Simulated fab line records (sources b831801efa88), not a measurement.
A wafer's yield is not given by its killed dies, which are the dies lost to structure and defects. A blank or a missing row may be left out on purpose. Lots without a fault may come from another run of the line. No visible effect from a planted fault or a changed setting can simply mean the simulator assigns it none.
Chamber matching + flow gf180mcu + GF_V2_CVD_02 on pecvd-04: 3 sister chambers
The step deposits SiO2 from TEOS, target thk 850 nm, time 94.851 s. 20 wafers are shown with their chamber, then 10 later ones without.

## EACH WAFER AND ITS CHAMBER
| wafer  | chamber | heater-power-outer-w (W) | heater-power-w (W) |
|--------|---------|--------------------------|--------------------|
| L074.4 | 2       | 273                      | 542                |
| L074.5 | 1       | 453                      | 717                |
| L074.6 | 2       | 300                      | 565                |
| L078.1 | 2       | 302                      | 610                |
| L078.2 | 0       | 295                      | 567                |
| L078.4 | 1       | 448                      | 734                |
| L080.3 | 2       | 277                      | 538                |
| L080.5 | 0       | 234                      | 481                |
| L080.6 | 2       | 296                      | 568                |
| L086.3 | 2       | 307                      | 583                |
| L086.5 | 0       | 321                      | 633                |
| L086.6 | 1       | 449                      | 713                |
| L087.1 | 0       | 286                      | 561                |
| L087.4 | 1       | 409                      | 671                |
| L087.6 | 2       | 292                      | 560                |
| L090.1 | 1       | 388                      | 643                |
| L090.4 | 1       | 404                      | 682                |
| L090.5 | 0       | 234                      | 486                |
| L089.1 | 0       | 324                      | 608                |
| L089.3 | 1       | 407                      | 655                |

SIGNATURES (means of the wafers above)
| reading              | chamber 0 | chamber 1 | chamber 2 | scatter within a chamber |
|----------------------|-----------|-----------|-----------|--------------------------|
| heater-power-outer-w | 282.33    | 422.57    | 292.43    | 28                       |
| heater-power-w       | 556.00    | 687.86    | 566.57    | 42                       |
Rule: for a wafer and a chamber, the distance is found by dividing, reading by reading, the gap between the wafer's reading and the chamber's mean by the reading's scatter, squaring, summing and taking the root. The wafer belongs to the nearest chamber; if the next one is less than 2 further off, it can't be placed. The scatter is the square root of a quotient: the sum, over the shown wafers, of each reading's squared deviation from its chamber's mean, divided by wafers minus chambers.

## WAFERS WHOSE CHAMBER IS MISSING
| wafer  | heater-power-outer-w (W) | heater-power-w (W) |
|--------|--------------------------|--------------------|
| L089.4 | 433                      | 714                |
| L092.1 | 249                      | 511                |
| L092.2 | 292                      | 546                |
| L092.3 | 436                      | 687                |
| L093.1 | 293                      | 548                |
| L093.3 | 335                      | 625                |
| L093.6 | 460                      | 729                |
| L096.2 | 322                      | 600                |
| L096.4 | 324                      | 633                |
| L096.5 | 312                      | 587                |

## EACH ONE'S CHAMBER
| wafer  | from the rows above          | in truth |
|--------|------------------------------|----------|
| L089.4 | 1                            | 1        |
| L092.1 | can't be placed: 0 or 2      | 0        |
| L092.2 | can't be placed: 0 or 2      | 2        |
| L092.3 | 1                            | 1        |
| L093.1 | can't be placed: 0 or 2      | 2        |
| L093.3 | can't be placed: 2 or 0 or 1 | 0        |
| L093.6 | 1                            | 1        |
| L096.2 | can't be placed: 2 or 0      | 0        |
| L096.4 | can't be placed: 2 or 0 or 1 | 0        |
| L096.5 | can't be placed: 2 or 0      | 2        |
Correctly placed: 3 of 10. These rows do not allow placing 7 (true chamber among the candidates in 7). Wrongly placed: 0.
